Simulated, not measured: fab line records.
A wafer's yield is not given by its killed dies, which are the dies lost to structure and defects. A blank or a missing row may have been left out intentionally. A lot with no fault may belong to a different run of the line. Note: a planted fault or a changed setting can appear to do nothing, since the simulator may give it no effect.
Which tool was responsible?    flow sfq_line    45 wafers from 15 lots sampled at 3 of the route's 325 steps

## WHAT THE GAUGES SHOWED, per wafer
SFQ_L0_RS_MEAS_901: uses a four-point probe to measure.
lot   measured     on             L0_MONX_KI_RS (ohm/sq)
L726  day 1 12:35  film_metro-03  43.3 43.2 43.6
L727  day 1 17:36  film_metro-03  42.4 42.7 43.4
L730  day 2 08:35  film_metro-01  43.3 43.6 43.5
L731  day 2 13:35  film_metro-01  43.3 42.8 43.5
L732  day 2 18:34  film_metro-04  43.6 43.1 43.4
L733  day 2 23:34  film_metro-03  43.7 43.9 43.5
L734  day 3 04:35  film_metro-04  44.2 43.3 43.1
L735  day 3 09:35  film_metro-01  43.8 44.3 43.8
L738  day 4 00:34  film_metro-01  42.9 43.2 43.2
L739  day 4 05:35  film_metro-01  43.9 43.5 44.8
L740  day 4 10:35  film_metro-01  43.2 43.9 43.6
L741  day 4 15:34  film_metro-01  43.7 71.8 43.9
L742  day 4 20:37  film_metro-03  69.6 44.1 43.8
L743  day 5 01:35  film_metro-04  67.6 67.9 43.3
L747  day 5 21:34  film_metro-04  43.8 43.3 43.4

SFQ_L0_THK_MEAS_902: measures by xrf.
lot   measured     on             L0_MONX_KI_THK (nm)
L726  day 1 12:41  film_metro-03  40.2 40.5 39.9
L727  day 1 17:42  film_metro-03  41.1 40.8 40.0
L730  day 2 08:41  film_metro-01  39.6 39.8 40.1
L731  day 2 13:41  film_metro-01  39.9 40.6 39.5
L732  day 2 18:41  film_metro-04  40.2 40.3 40.2
L733  day 2 23:41  film_metro-03  39.6 39.5 39.6
L734  day 3 04:41  film_metro-04  39.5 40.3 40.4
L735  day 3 09:41  film_metro-01  39.4 39.5 39.7
L738  day 4 00:41  film_metro-01  40.9 40.2 40.3
L739  day 4 05:41  film_metro-01  39.4 39.9 38.6
L740  day 4 10:41  film_metro-01  40.1 39.7 39.8
L741  day 4 15:41  film_metro-01  39.6 24.0 39.4
L742  day 4 20:43  film_metro-03  25.0 39.4 39.6
L743  day 5 01:41  film_metro-04  25.7 25.7 40.5
L747  day 5 21:41  film_metro-04  39.7 40.4 40.0

## WHAT TOOL EACH LOT RAN ON (gives the tool, then ch and the chambers of the sampled wafers, and finally the start)
lot   SFQ_TRILAYER_L0_DEP_SPUTTER_003
L726  pvd_sputter-05, day 1 12:29
L727  pvd_sputter-03, day 1 17:29
L730  pvd_sputter-05, day 2 08:29
L731  pvd_sputter-06, day 2 13:29
L732  pvd_sputter-05, day 2 18:29
L733  pvd_sputter-05, day 2 23:29
L734  pvd_sputter-06, day 3 04:29
L735  pvd_sputter-05, day 3 09:29
L738  pvd_sputter-05, day 4 00:29
L739  pvd_sputter-03, day 4 05:29
L740  pvd_sputter-06, day 4 10:29
L741  pvd_sputter-03, day 4 15:29
L742  pvd_sputter-03, day 4 20:29
L743  pvd_sputter-03, day 5 01:29
L747  pvd_sputter-05, day 5 21:29
- SFQ_TRILAYER_L0_DEP_SPUTTER_003: material MoNx KI, target thk 40 nm, time 100 s.

## WHAT THE TOOLS THEMSELVES READ (means of the sampled wafers that have a number; where no wafer has one, the mark that the record gives instead)
SFQ_TRILAYER_L0_DEP_SPUTTER_003.
lot   tool            chamber_pressure_pa (Pa)  throttle_valve_pct (%)
L726  pvd_sputter-05  0.3999                    30.0
L727  pvd_sputter-03  0.4003                    29.5
L730  pvd_sputter-05  0.3998                    30.3
L731  pvd_sputter-06  0.4001                    30.3
L732  pvd_sputter-05  0.4001                    29.9
L733  pvd_sputter-05  0.3999                    30.6
L734  pvd_sputter-06  0.4002                    30.9
L735  pvd_sputter-05  0.4001                    30.5
L738  pvd_sputter-05  0.4003                    30.0
L739  pvd_sputter-03  0.4004                    29.8
L740  pvd_sputter-06  0.4005                    30.7
L741  pvd_sputter-03  0.3997                    29.9
L742  pvd_sputter-03  0.3998                    29.0
L743  pvd_sputter-03  0.4002                    29.7
L747  pvd_sputter-05  0.3998                    30.6

## THE ANSWER, worked out from the rows above alone
Rule: usual is defined by the lots themselves. The widest of any qualifying gaps counts: lots, ordered by their means at a reading, are off when they make up no more than a third of the lots, leave a main group of 4 or more, and stand apart from it by 3 or more times the standard deviation of that group's means. The tables above print the reading to a certain number of digits; a main group whose means all agree to those digits is not used. A lot without any number at a reading at which 4 lots or more have one is off too. The other lots that the step has rows for count as sound. The gauges are gone through in route order, then the tools' own readings, and for those a lot's mean is taken as printed above. At the first step where some lot is off, the reading lying furthest off is the one used; lots without a number count as furthest.
Off: L741, L742, L743, at SFQ_L0_RS_MEAS_901 (L0_MONX_KI_RS). For the main group the mean is 43.5 ohm/sq and the standard deviation 0.33.
If a tool, at a process step before that reading, ran all the lots that are off and no sound lot after the first of them, it fits. The gauges at SFQ_L0_RS_MEAS_901 are tried like those tools. One candidate fits, namely pvd_sputter-03 at SFQ_TRILAYER_L0_DEP_SPUTTER_003. Its last sound lot is L739 (day 4 05:29), its first lot that is off L741 (day 4 15:29): a fault that began between those two fits.

## WHAT THE SIMULATOR HAD INSERTED
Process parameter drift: pvd_sputter-03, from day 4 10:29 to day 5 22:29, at SFQ_TRILAYER_L0_DEP_SPUTTER_003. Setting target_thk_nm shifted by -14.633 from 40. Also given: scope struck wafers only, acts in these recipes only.
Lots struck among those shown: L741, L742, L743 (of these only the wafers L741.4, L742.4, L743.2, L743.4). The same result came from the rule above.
